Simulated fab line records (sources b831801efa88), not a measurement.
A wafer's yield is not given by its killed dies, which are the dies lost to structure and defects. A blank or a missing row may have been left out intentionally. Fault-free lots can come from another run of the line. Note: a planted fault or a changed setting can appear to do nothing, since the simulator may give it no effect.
Matching of chambers :: flow sky130 :: cmp-02 running SKY_VIA1_CMP_02: 4 sister chambers
The step polishes SiO2. 8 wafers are shown with their chamber, then 11 later ones without.

== WAFERS, EACH WITH ITS CHAMBER ==
wafer: L084.2
chamber: 0
motorCurrentA (A): 13.0

wafer: L085.1
chamber: 2
motorCurrentA (A): 10.6

wafer: L086.1
chamber: 1
motorCurrentA (A): 12.0

wafer: L086.4
chamber: 0
motorCurrentA (A): 12.1

wafer: L089.1
chamber: 1
motorCurrentA (A): 11.9

wafer: L089.2
chamber: 3
motorCurrentA (A): 11.3

wafer: L089.4
chamber: 2
motorCurrentA (A): 10.2

wafer: L092.1
chamber: 3
motorCurrentA (A): 11.3

== WAFERS WITHOUT THEIR CHAMBER ==
wafer: L092.3
motorCurrentA (A): 10.7

wafer: L092.4
motorCurrentA (A): 12.3

wafer: L094.2
motorCurrentA (A): 12.3

wafer: L094.4
motorCurrentA (A): 11.6

wafer: L094.6
motorCurrentA (A): 12.7

wafer: L096.4
motorCurrentA (A): 10.6

wafer: L096.5
motorCurrentA (A): 11.3

wafer: L096.6
motorCurrentA (A): 11.2

wafer: L097.3
motorCurrentA (A): 11.1

wafer: L097.4
motorCurrentA (A): 12.6

wafer: L097.5
motorCurrentA (A): 12.4

== THE CHAMBER EACH PASSED THROUGH ==
wafer: L092.3
from the rows above: can't be placed: 2 or 3
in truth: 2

wafer: L092.4
from the rows above: can't be placed: 0 or 1
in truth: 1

wafer: L094.2
from the rows above: can't be placed: 0 or 1
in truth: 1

wafer: L094.4
from the rows above: can't be placed: 3 or 1 or 0
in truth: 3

wafer: L094.6
from the rows above: can't be placed: 0 or 1
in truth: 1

wafer: L096.4
from the rows above: can't be placed: 2 or 3
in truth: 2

wafer: L096.5
from the rows above: can't be placed: 3 or 1
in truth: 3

wafer: L096.6
from the rows above: can't be placed: 3 or 1 or 2
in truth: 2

wafer: L097.3
from the rows above: can't be placed: 3 or 2 or 1
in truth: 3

wafer: L097.4
from the rows above: can't be placed: 0 or 1
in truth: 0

wafer: L097.5
from the rows above: can't be placed: 0 or 1
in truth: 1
Correctly placed: 0 of 11. Unplaceable from these rows: 11, with the true chamber sitting among the candidates in 11. 0 placed wrongly.
How it was worked out, from the rows above alone: a wafer's distance from a chamber is the root of the sum, over the readings, of the square of ((its reading less the chamber's mean) divided by the reading's scatter). If the next closest chamber is less than 2 further off than the closest, the wafer can't be placed; otherwise it belongs to the closest. For every chamber, the mean is computed from those of its wafers that are shown. How the scatter is found: for the shown wafers, subtract from each reading the mean of its chamber, square and add these, divide the total by (wafers less chambers), then take the root.
